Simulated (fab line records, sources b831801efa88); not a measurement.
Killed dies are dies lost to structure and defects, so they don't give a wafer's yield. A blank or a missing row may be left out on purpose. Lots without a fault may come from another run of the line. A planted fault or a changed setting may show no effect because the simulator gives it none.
Which tool did it? | flow gf180mcu | 14 lots, 42 wafers sampled, at 3 steps of a route of 602

WHAT THE GAUGES READ, wafer by wafer
GF_CONTACT_THK_MEAS_26: measures by xrf. Usual: CONTACT_W_THK 303 nm, standard deviation 3.9.
lot  | measured     | on            | CONTACT_W_THK (nm) | flag
L798 | day 15 23:53 | film_metro-03 | 309 301 309        |
L799 | day 16 07:59 | film_metro-04 | 302 304 304        |
L800 | day 16 15:17 | film_metro-04 | 300 303 306        |
L807 | day 19 06:20 | film_metro-01 | 303 305 305        |
L806 | day 19 11:35 | film_metro-04 | 309 305 310        |
L810 | day 20 21:59 | film_metro-04 | 301 296 300        |
L813 | day 22 02:50 | film_metro-01 | 308 307 307        |
L815 | day 22 07:59 | film_metro-04 | 292 298 299        |
L816 | day 22 17:58 | film_metro-04 | 298 299 301        |
L817 | day 22 20:43 | film_metro-04 | 298 295 303        |
L818 | day 23 14:35 | film_metro-01 | 303 303 303        |
L819 | day 23 15:47 | film_metro-04 | 300 302 304        |
L820 | day 23 21:18 | film_metro-03 | 307 303 303        |
L821 | day 24 05:59 | film_metro-03 | 302 301 302        |

WHICH TOOL RAN EACH LOT (tool, then ch and the chambers of the sampled wafers, then the start)
lot  | GF_HV_LDD_IMPLANT_21            | GF_CONTACT_STRIP_18
L798 | implanter-02 ch 0, day 10 13:38 | plasma_asher-01 ch 0,1, day 15 23:15
L799 | implanter-02 ch 0, day 10 23:47 | plasma_asher-02 ch 0,1, day 16 07:23
L800 | implanter-04 ch 0, day 11 06:52 | plasma_asher-01 ch 0,1, day 16 14:39
L807 | implanter-02 ch 0, day 13 10:29 | plasma_asher-04 ch 0,1, day 19 05:42
L806 | implanter-02 ch 0, day 13 13:46 | plasma_asher-04 ch 0,1, day 19 10:51
L810 | implanter-03 ch 0, day 14 20:44 | plasma_asher-04 ch 0,1, day 20 21:17
L813 | implanter-04 ch 0, day 15 23:06 | plasma_asher-02 ch 0,1, day 22 02:12
L815 | implanter-03 ch 0, day 16 02:04 | plasma_asher-02 ch 0,1, day 22 07:21
L816 | implanter-03 ch 0, day 16 13:52 | plasma_asher-04 ch 0,1, day 22 17:20
L817 | implanter-03 ch 0, day 16 17:35 | plasma_asher-04 ch 0,1, day 22 20:06
L818 | implanter-04 ch 0, day 17 09:26 | plasma_asher-02 ch 0, day 23 13:57
L819 | implanter-02 ch 0, day 17 09:59 | plasma_asher-04 ch 0,1, day 23 15:09
L820 | implanter-02 ch 0, day 17 17:37 | plasma_asher-02 ch 0, day 23 20:39
L821 | implanter-04 ch 0, day 18 02:37 | plasma_asher-04 ch 1, day 24 05:21
- GF_HV_LDD_IMPLANT_21
- GF_CONTACT_STRIP_18: strips in O2/N2.

WHAT THE TOOLS THEMSELVES READ (means of the sampled wafers that have a number; where no wafer has one, the mark that the record gives instead)
GF_HV_LDD_IMPLANT_21. Usual: beam_energy_keV 25.002, standard deviation 0.0094.
lot  | tool         | beam_energy_keV | flag
L798 | implanter-02 | 24.993          |
L799 | implanter-02 | 24.994          |
L800 | implanter-04 | 24.991          |
L807 | implanter-02 | 23.328          | OFF
L806 | implanter-02 | 23.324          | OFF
L810 | implanter-03 | 25.001          |
L813 | implanter-04 | 25.014          |
L815 | implanter-03 | 24.993          |
L816 | implanter-03 | 25.000          |
L817 | implanter-03 | 24.996          |
L818 | implanter-04 | 24.998          |
L819 | implanter-02 | 24.995          |
L820 | implanter-02 | 25.003          |
L821 | implanter-04 | 25.003          |

GF_CONTACT_STRIP_18. Usual: drypump_motor_current_A 5.5 A, standard deviation 0.36; heater_power_w 344 W, standard deviation 46; oes_product_au 0.581 a.u., standard deviation 0.0051.
lot  | tool            | drypump_motor_current_A (A) | heater_power_w (W) | oes_product_au (a.u.) | flag
L798 | plasma_asher-01 | 5.7                         | 312                | 0.580                 |
L799 | plasma_asher-02 | 5.5                         | 402                | 0.580                 |
L800 | plasma_asher-01 | 5.7                         | 315                | 0.577                 |
L807 | plasma_asher-04 | 5.3                         | 308                | 0.581                 |
L806 | plasma_asher-04 | 5.6                         | 309                | 0.585                 |
L810 | plasma_asher-04 | 5.3                         | 308                | 0.582                 |
L813 | plasma_asher-02 | 5.5                         | 406                | 0.586                 |
L815 | plasma_asher-02 | 5.6                         | 413                | 0.581                 |
L816 | plasma_asher-04 | 5.3                         | 307                | 0.582                 |
L817 | plasma_asher-04 | 5.6                         | 309                | 0.580                 |
L818 | plasma_asher-02 | 5.4                         | 400                | 0.578                 |
L819 | plasma_asher-04 | 5.3                         | 310                | 0.584                 |
L820 | plasma_asher-02 | 5.4                         | 389                | 0.575                 |
L821 | plasma_asher-04 | 5.0                         | 309                | 0.580                 |

THE ANSWER, worked out from the rows above alone
Rule: a lot is off if the mean of its wafers that have a number lies more than 3 standard deviations from the usual mean. A lot without any number at a reading at which 4 lots or more have one is off too. The other lots that the step has rows for count as sound. The gauges are gone through in route order, then the tools' own readings, and for those a lot's mean is taken as printed above. The first step at which some lot is off is used, and at that step the reading that is off furthest; a lot without a number counts as furthest.
Off: L807, L806, at GF_HV_LDD_IMPLANT_21 (beam_energy_keV).
A tool fits if, at that step or a process step before it, it ran every lot that is off, and no sound lot after the first of them. None of those tried fits.

WHAT THE SIMULATOR HAD PUT IN
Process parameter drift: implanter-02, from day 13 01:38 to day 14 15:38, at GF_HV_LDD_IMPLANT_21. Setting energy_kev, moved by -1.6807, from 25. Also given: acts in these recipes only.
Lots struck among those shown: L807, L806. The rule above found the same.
